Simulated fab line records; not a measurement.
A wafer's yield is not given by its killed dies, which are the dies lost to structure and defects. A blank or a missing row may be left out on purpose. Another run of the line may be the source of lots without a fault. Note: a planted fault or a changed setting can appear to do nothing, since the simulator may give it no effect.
The tool behind it: which one? || flow sky130 || 12 lots with 36 wafers sampled at 3 steps, on a route of 708 steps

## WHAT EACH GAUGE READ, for each wafer
SKY_VIA3_THK_MEAS_01. Usual: VIA3_HDPCVD_THK 1634 nm, standard deviation 17.
{"lot": "L980", "measured": "day 38 14:21", "on": "film-metro-03", "VIA3_HDPCVD_THK (nm)": "1661 1625 1661", "flag": ""}
{"lot": "L981", "measured": "day 38 18:29", "on": "film-metro-01", "VIA3_HDPCVD_THK (nm)": "1640 1639 1651", "flag": ""}
{"lot": "L985", "measured": "day 40 14:32", "on": "film-metro-04", "VIA3_HDPCVD_THK (nm)": "1638 1628 1644", "flag": ""}
{"lot": "L984", "measured": "day 40 20:12", "on": "film-metro-01", "VIA3_HDPCVD_THK (nm)": "1644 1651 1638", "flag": ""}
{"lot": "L983", "measured": "day 40 20:52", "on": "film-metro-01", "VIA3_HDPCVD_THK (nm)": "1626 1642 1642", "flag": ""}
{"lot": "L986", "measured": "day 41 02:02", "on": "film-metro-01", "VIA3_HDPCVD_THK (nm)": "1635 1613 1629", "flag": ""}
{"lot": "L988", "measured": "day 41 02:13", "on": "film-metro-03", "VIA3_HDPCVD_THK (nm)": "1634 1627 1642", "flag": ""}
{"lot": "L989", "measured": "day 42 09:45", "on": "film-metro-03", "VIA3_HDPCVD_THK (nm)": "1596 1627 1650", "flag": ""}
{"lot": "L990", "measured": "day 42 10:06", "on": "film-metro-04", "VIA3_HDPCVD_THK (nm)": "1608 1630 1667", "flag": ""}
{"lot": "L991", "measured": "day 42 12:42", "on": "film-metro-01", "VIA3_HDPCVD_THK (nm)": "1655 1652 1640", "flag": ""}
{"lot": "L998", "measured": "day 43 14:44", "on": "film-metro-04", "VIA3_HDPCVD_THK (nm)": "1622 1642 1631", "flag": ""}
{"lot": "L103", "measured": "day 44 20:03", "on": "film-metro-03", "VIA3_HDPCVD_THK (nm)": "1615 1649 1629", "flag": ""}

SKY_PASSIVATION_THK_MEAS_03. Usual: PASSIVATION_CVD_02_THK 539 nm, standard deviation 8.2.
{"lot": "L980", "measured": "day 43 19:03", "on": "film-metro-01", "PASSIVATION_CVD_02_THK (nm)": "535 526 538", "flag": ""}
{"lot": "L981", "measured": "day 44 02:05", "on": "film-metro-04", "PASSIVATION_CVD_02_THK (nm)": "548 549 532", "flag": ""}
{"lot": "L985", "measured": "day 45 15:51", "on": "film-metro-01", "PASSIVATION_CVD_02_THK (nm)": "526 532 547", "flag": ""}
{"lot": "L984", "measured": "day 45 20:11", "on": "film-metro-04", "PASSIVATION_CVD_02_THK (nm)": "528 543 535", "flag": ""}
{"lot": "L983", "measured": "day 45 20:40", "on": "film-metro-04", "PASSIVATION_CVD_02_THK (nm)": "537 536 544", "flag": ""}
{"lot": "L986", "measured": "day 46 02:03", "on": "film-metro-01", "PASSIVATION_CVD_02_THK (nm)": "536 528 549", "flag": ""}
{"lot": "L988", "measured": "day 46 03:09", "on": "film-metro-04", "PASSIVATION_CVD_02_THK (nm)": "540 545 539", "flag": ""}
{"lot": "L989", "measured": "day 47 07:16", "on": "film-metro-03", "PASSIVATION_CVD_02_THK (nm)": "546 543 535", "flag": ""}
{"lot": "L990", "measured": "day 47 07:20", "on": "film-metro-04", "PASSIVATION_CVD_02_THK (nm)": "533 529 552", "flag": ""}
{"lot": "L991", "measured": "day 47 09:02", "on": "film-metro-03", "PASSIVATION_CVD_02_THK (nm)": "542 531 555", "flag": ""}
{"lot": "L998", "measured": "day 48 05:28", "on": "film-metro-04", "PASSIVATION_CVD_02_THK (nm)": "537 543 549", "flag": ""}
{"lot": "L103", "measured": "day 49 07:38", "on": "film-metro-03", "PASSIVATION_CVD_02_THK (nm)": "542 527 547", "flag": ""}

## WHAT TOOL EACH LOT RAN ON (gives the tool, then ch and the chambers of the sampled wafers, and finally the start)
{"lot": "L980", "SKY_METAL4_ETCH_16": "rie-metal-01 ch 0,1, day 41 16:27"}
{"lot": "L981", "SKY_METAL4_ETCH_16": "rie-metal-02 ch 0,1, day 41 22:41"}
{"lot": "L985", "SKY_METAL4_ETCH_16": "rie-metal-01 ch 0,1, day 43 16:45"}
{"lot": "L984", "SKY_METAL4_ETCH_16": "rie-metal-01 ch 0,1, day 43 21:31"}
{"lot": "L983", "SKY_METAL4_ETCH_16": "rie-metal-02 ch 0,1, day 43 22:13"}
{"lot": "L986", "SKY_METAL4_ETCH_16": "rie-metal-04 ch 0,1, day 44 03:09"}
{"lot": "L988", "SKY_METAL4_ETCH_16": "rie-metal-01 ch 0,1, day 44 04:06"}
{"lot": "L989", "SKY_METAL4_ETCH_16": "rie-metal-02 ch 0,1, day 45 09:02"}
{"lot": "L990", "SKY_METAL4_ETCH_16": "rie-metal-01 ch 0,1, day 45 10:20"}
{"lot": "L991", "SKY_METAL4_ETCH_16": "rie-metal-04 ch 0,1, day 45 11:27"}
{"lot": "L998", "SKY_METAL4_ETCH_16": "rie-metal-02 ch 1, day 46 10:24"}
{"lot": "L103", "SKY_METAL4_ETCH_16": "rie-metal-02 ch 1, day 47 13:14"}
- SKY_METAL4_ETCH_16: etches BARC in N2/H2, stops on SiO2, time 88.2 s, target depth 60 nm.

## WHAT THE TOOLS THEMSELVES READ (means of the sampled wafers that have a number; where no wafer has one, the mark that the record gives instead)
SKY_METAL4_ETCH_16. Usual: bias-w 99.93 W, standard deviation 0.29; drypump-motor-current-A 5.5 A, standard deviation 0.35; h2-flow-sccm 199.9 sccm, standard deviation 0.58; oes-product-au 0.628 a.u., standard deviation 0.0044; throttle-valve-pct 13.206 %, standard deviation 0.0099.
{"lot": "L980", "tool": "rie-metal-01", "bias-w (W)": 100.33, "drypump-motor-current-A (A)": 5.4, "h2-flow-sccm (sccm)": 199.8, "oes-product-au (a.u.)": 0.630, "throttle-valve-pct (%)": 13.206, "flag": ""}
{"lot": "L981", "tool": "rie-metal-02", "bias-w (W)": 99.88, "drypump-motor-current-A (A)": 5.3, "h2-flow-sccm (sccm)": 199.6, "oes-product-au (a.u.)": 0.627, "throttle-valve-pct (%)": 13.210, "flag": ""}
{"lot": "L985", "tool": "rie-metal-01", "bias-w (W)": 99.80, "drypump-motor-current-A (A)": 5.4, "h2-flow-sccm (sccm)": 199.6, "oes-product-au (a.u.)": 0.627, "throttle-valve-pct (%)": 13.206, "flag": ""}
{"lot": "L984", "tool": "rie-metal-01", "bias-w (W)": 100.00, "drypump-motor-current-A (A)": 5.4, "h2-flow-sccm (sccm)": 199.5, "oes-product-au (a.u.)": 0.630, "throttle-valve-pct (%)": 13.203, "flag": ""}
{"lot": "L983", "tool": "rie-metal-02", "bias-w (W)": 99.71, "drypump-motor-current-A (A)": 5.3, "h2-flow-sccm (sccm)": 200.4, "oes-product-au (a.u.)": 0.631, "throttle-valve-pct (%)": 13.211, "flag": ""}
{"lot": "L986", "tool": "rie-metal-04", "bias-w (W)": 100.09, "drypump-motor-current-A (A)": 5.8, "h2-flow-sccm (sccm)": 199.5, "oes-product-au (a.u.)": 0.627, "throttle-valve-pct (%)": 13.211, "flag": ""}
{"lot": "L988", "tool": "rie-metal-01", "bias-w (W)": 99.76, "drypump-motor-current-A (A)": 5.6, "h2-flow-sccm (sccm)": 199.7, "oes-product-au (a.u.)": 0.627, "throttle-valve-pct (%)": 13.218, "flag": ""}
{"lot": "L989", "tool": "rie-metal-02", "bias-w (W)": 99.93, "drypump-motor-current-A (A)": 5.6, "h2-flow-sccm (sccm)": 199.7, "oes-product-au (a.u.)": 0.628, "throttle-valve-pct (%)": 13.212, "flag": ""}
{"lot": "L990", "tool": "rie-metal-01", "bias-w (W)": 100.13, "drypump-motor-current-A (A)": 5.4, "h2-flow-sccm (sccm)": 200.2, "oes-product-au (a.u.)": 0.626, "throttle-valve-pct (%)": 13.191, "flag": ""}
{"lot": "L991", "tool": "rie-metal-04", "bias-w (W)": 99.69, "drypump-motor-current-A (A)": 5.8, "h2-flow-sccm (sccm)": 200.6, "oes-product-au (a.u.)": 0.625, "throttle-valve-pct (%)": 13.200, "flag": ""}
{"lot": "L998", "tool": "rie-metal-02", "bias-w (W)": 99.65, "drypump-motor-current-A (A)": 5.1, "h2-flow-sccm (sccm)": 200.2, "oes-product-au (a.u.)": 0.628, "throttle-valve-pct (%)": 13.199, "flag": ""}
{"lot": "L103", "tool": "rie-metal-02", "bias-w (W)": 99.81, "drypump-motor-current-A (A)": 5.1, "h2-flow-sccm (sccm)": 200.8, "oes-product-au (a.u.)": 0.628, "throttle-valve-pct (%)": 13.202, "flag": ""}

## THE ANSWER, worked out from the rows above alone
Rule: a lot counts as off when the mean over its wafers that have a number is more than 3 standard deviations away from the usual mean. Also off: a lot with no number at a reading for which 4 or more lots have one. Where the step has rows for the other lots, those lots are counted as sound. First the gauges in route order, then the tools' own readings, where a lot's mean is used as printed above. The first step at which some lot is off is used, and at that step the reading that is off furthest; a lot without a number counts as furthest.
No lot is off on any of the readings shown, so nothing can be concluded from this.

## WHAT HAD BEEN PUT IN BY THE SIMULATOR
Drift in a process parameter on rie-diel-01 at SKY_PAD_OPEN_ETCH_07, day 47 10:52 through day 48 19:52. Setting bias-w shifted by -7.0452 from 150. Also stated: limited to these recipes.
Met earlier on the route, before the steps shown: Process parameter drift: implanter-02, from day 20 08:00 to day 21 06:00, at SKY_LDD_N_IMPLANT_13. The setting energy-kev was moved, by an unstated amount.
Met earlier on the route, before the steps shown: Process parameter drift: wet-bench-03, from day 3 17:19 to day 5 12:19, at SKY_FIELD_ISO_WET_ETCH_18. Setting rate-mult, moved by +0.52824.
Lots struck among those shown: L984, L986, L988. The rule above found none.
